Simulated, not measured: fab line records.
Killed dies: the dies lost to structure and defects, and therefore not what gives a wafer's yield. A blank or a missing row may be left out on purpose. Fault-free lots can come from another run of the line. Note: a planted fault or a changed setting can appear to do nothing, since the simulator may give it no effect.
Which tool did it?    flow gf180mcu    24 lots, 72 wafers sampled, at 5 steps of a route of 602

== WHAT THE GAUGES SHOWED, per wafer ==
GF_M5_OVL_MEAS_08. Usual: M5_OVL 1 nm, standard deviation 7.8.
lot   measured      on          M5_OVL (nm)  flag
L074  day 26 08:28  overlay-01  -11 4 -3     
L075  day 26 17:04  overlay-01  -3 5 -2      
L076  day 26 19:37  overlay-02  -5 2 -10     
L077  day 27 11:10  overlay-01  16 9 22      
L078  day 27 17:05  overlay-01  -6 2 -11     
L079  day 28 02:16  overlay-02  -9 -2 6      
L080  day 28 03:46  overlay-01  -4 -3 1      
L081  day 28 14:58  overlay-02  6 8 4        
L082  day 28 17:38  overlay-02  8 6 16       
L083  day 28 21:49  overlay-02  8 1 6        
L084  day 29 14:01  overlay-01  10 8 8       
L085  day 30 01:22  overlay-01  8 14 -12     
L086  day 30 02:19  overlay-02  -3 0 8       
L087  day 30 07:40  overlay-01  -8 -9 -11    
L088  day 30 11:31  overlay-02  4 -1 4       
L089  day 30 17:10  overlay-02  -10 -17 2    
L090  day 31 03:49  overlay-01  -2 7 6       
L091  day 31 08:01  overlay-02  7 -3 10      
L092  day 31 12:43  overlay-02  -10 -16 -17  
L093  day 31 20:04  overlay-02  -2 -9 8      
L094  day 32 03:10  overlay-01  4 2 -5       
L095  day 32 14:19  overlay-02  -11 -12 4    
L096  day 32 15:16  overlay-02  -12 -7 -12   
L097  day 32 19:10  overlay-02  15 4 12      

GF_V5_BOW_MEAS_05. Usual: V5_BOW 136 um, standard deviation 10.
lot   measured      on            V5_BOW (um)  flag
L074  day 26 09:48  filmMetro-03  132 128 136  
L075  day 26 18:29  filmMetro-04  129 139 139  
L076  day 26 21:04  filmMetro-04  127 135 126  
L077  day 27 12:29  filmMetro-04  143 150 140  
L078  day 27 18:23  filmMetro-01  152 147 151  
L079  day 28 03:46  filmMetro-04  132 134 129  
L080  day 28 05:03  filmMetro-03  127 124 134  
L081  day 28 16:19  filmMetro-03  120 117 119  
L082  day 28 19:08  filmMetro-01  136 126 122  
L083  day 28 23:08  filmMetro-03  137 157 139  
L084  day 29 15:26  filmMetro-03  151 141 139  
L085  day 30 02:40  filmMetro-03  147 141 146  
L086  day 30 03:37  filmMetro-03  132 129 137  
L087  day 30 08:59  filmMetro-03  129 137 131  
L088  day 30 12:52  filmMetro-01  148 143 144  
L089  day 30 18:29  filmMetro-03  138 134 134  
L090  day 31 05:21  filmMetro-04  131 142 125  
L091  day 31 09:25  filmMetro-04  123 137 117  
L092  day 31 14:04  filmMetro-01  128 132 132  
L093  day 31 21:32  filmMetro-03  152 156 150  
L094  day 32 04:37  filmMetro-01  123 130 125  
L095  day 32 15:41  filmMetro-04  137 141 149  
L096  day 32 16:42  filmMetro-03  141 129 128  
L097  day 32 20:31  filmMetro-03  125 138 131  

GF_V5_OVL_MEAS_15. Usual: V5_OVL -1 nm, standard deviation 5.8.
lot   measured      on          V5_OVL (nm)  flag
L074  day 27 05:44  overlay-01  -6 -7 1      
L075  day 27 15:07  overlay-02  -3 3 2       
L076  day 27 17:41  overlay-02  0 -1 -2      
L077  day 28 08:52  overlay-02  -8 1 -8      
L078  day 28 13:20  overlay-01  -6 -9 -13    
L079  day 28 22:16  overlay-01  12 14 18     
L080  day 29 00:16  overlay-02  3 1 -3       
L081  day 29 11:46  overlay-01  -2 -6 -5     
L082  day 29 14:22  overlay-01  -4 -1 -4     
L083  day 29 18:25  overlay-01  -5 4 1       
L084  day 30 09:49  overlay-02  -1 -3 -11    
L085  day 30 21:05  overlay-01  1 -6 -1      
L086  day 30 21:26  overlay-02  7 10 9       
L087  day 31 03:10  overlay-02  -9 -2 -5     
L088  day 31 06:52  overlay-02  -8 -7 7      
L089  day 31 12:07  overlay-01  8 -1 5       
L090  day 31 22:26  overlay-01  -1 -1 2      
L091  day 32 02:10  overlay-02  -6 -1 -8     
L092  day 32 07:26  overlay-02  1 1 3        
L093  day 32 14:58  overlay-02  1 -3 2       
L094  day 32 21:11  overlay-01  -1 -4 -2     
L095  day 33 07:25  overlay-01  0 -3 3       
L096  day 33 08:22  overlay-02  1 -6 -8      
L097  day 33 12:28  overlay-02  -6 3 0       

GF_TOP_METAL_OVL_MEAS_15. Usual: TOP_METAL_OVL 0.2 nm, standard deviation 1.2.
lot   measured      on          TOP_METAL_OVL (nm)  flag
L074  day 28 03:23  overlay-01  -1.0 -2.4 -1.5      
L075  day 28 12:13  overlay-01  0.3 0.1 2.3         
L076  day 28 14:56  overlay-01  -1.9 -1.0 -0.2      
L077  day 29 05:41  overlay-02  -0.9 -0.3 -3.5      
L078  day 29 10:37  overlay-02  0.0 0.2 0.0         
L079  day 29 19:20  overlay-02  -0.8 -0.6 0.0       
L080  day 29 20:40  overlay-01  2.1 1.9 2.9         
L081  day 30 08:08  overlay-01  0.3 1.7 2.2         
L082  day 30 10:53  overlay-02  0.4 0.6 1.0         
L083  day 30 14:19  overlay-02  -0.7 0.0 -0.2       
L084  day 31 05:46  overlay-01  1.5 1.3 0.5         
L085  day 31 15:50  overlay-01  -0.2 -1.1 0.0       
L086  day 31 16:01  overlay-02  -0.2 -0.2 -0.5      
L087  day 31 21:37  overlay-01  0.2 1.6 1.2         
L088  day 32 01:31  overlay-01  -0.2 1.6 -0.2       
L089  day 32 06:29  overlay-02  0.0 -0.1 1.1        
L090  day 32 17:13  overlay-02  1.0 1.5 2.5         
L091  day 32 20:34  overlay-02  -1.5 -0.3 1.1       
L092  day 33 01:40  overlay-01  0.0 1.3 -1.1        
L093  day 33 08:01  overlay-02  -1.0 -0.6 0.7       
L094  day 33 14:19  overlay-02  -1.7 0.9 -1.0       
L095  day 34 01:10  overlay-02  0.2 -0.4 -1.2       
L096  day 34 02:05  overlay-01  1.9 0.0 0.4         
L097  day 34 05:04  overlay-02  1.2 -2.2 0.2        

== WHAT TOOL EACH LOT RAN ON (gives the tool, then ch and the chambers of the sampled wafers, and finally the start) ==
lot   GF_MIM_SPUTTER_08
L074  pvdSputter-04, day 24 13:58
L075  pvdSputter-04, day 24 22:46
L076  pvdSputter-04, day 25 02:33
L077  pvdSputter-03, day 25 17:08
L078  pvdSputter-01, day 25 23:50
L079  pvdSputter-04, day 26 09:16
L080  pvdSputter-03, day 26 11:11
L081  pvdSputter-01, day 26 22:34
L082  pvdSputter-01, day 27 01:22
L083  pvdSputter-01, day 27 08:14
L084  pvdSputter-03, day 27 22:25
L085  pvdSputter-04, day 28 10:46
L086  pvdSputter-04, day 28 11:11
L087  pvdSputter-01, day 28 17:50
L088  pvdSputter-03, day 28 21:10
L089  pvdSputter-03, day 29 02:58
L090  pvdSputter-01, day 29 14:46
L091  pvdSputter-03, day 29 19:16
L092  pvdSputter-04, day 30 00:12
L093  pvdSputter-01, day 30 08:20
L094  pvdSputter-01, day 30 15:53
L095  pvdSputter-01, day 31 03:34
L096  pvdSputter-01, day 31 04:47
L097  pvdSputter-03, day 31 10:04
- GF_MIM_SPUTTER_08: material AlCu, target thk 200 nm, time 10.6 s.

== AS READ BY THE TOOLS THEMSELVES (means over the sampled wafers that have a number; for cases with no such wafer, the mark the record gives instead) ==
GF_MIM_SPUTTER_08. Usual: throttleValvePct reads 30.2 % (standard deviation 1.3).
lot   tool           throttleValvePct (%)  flag
L074  pvdSputter-04  29.8                  
L075  pvdSputter-04  29.7                  
L076  pvdSputter-04  29.8                  
L077  pvdSputter-03  31.4                  
L078  pvdSputter-01  29.7                  
L079  pvdSputter-04  30.8                  
L080  pvdSputter-03  32.4                  
L081  pvdSputter-01  29.7                  
L082  pvdSputter-01  30.5                  
L083  pvdSputter-01  30.1                  
L084  pvdSputter-03  30.9                  
L085  pvdSputter-04  29.7                  
L086  pvdSputter-04  29.5                  
L087  pvdSputter-01  29.7                  
L088  pvdSputter-03  30.9                  
L089  pvdSputter-03  31.6                  
L090  pvdSputter-01  29.7                  
L091  pvdSputter-03  30.1                  
L092  pvdSputter-04  31.1                  
L093  pvdSputter-01  30.2                  
L094  pvdSputter-01  30.1                  
L095  pvdSputter-01  29.6                  
L096  pvdSputter-01  30.1                  
L097  pvdSputter-03  30.8                  

== THE ANSWER, worked out from the rows above alone ==
Rule: lot off if the mean of its wafers having a number is beyond 3 standard deviations from the usual mean. A lot without any number at a reading at which 4 lots or more have one is off too. The other lots that the step has rows for count as sound. First the gauges in route order, then the tools' own readings, where a lot's mean is used as printed above. The first step at which some lot is off is used, and at that step the reading that is off furthest; a lot without a number counts as furthest.
Nothing can be told from this: no lot is off at any reading shown.

== WHAT THE SIMULATOR HAD INSERTED ==
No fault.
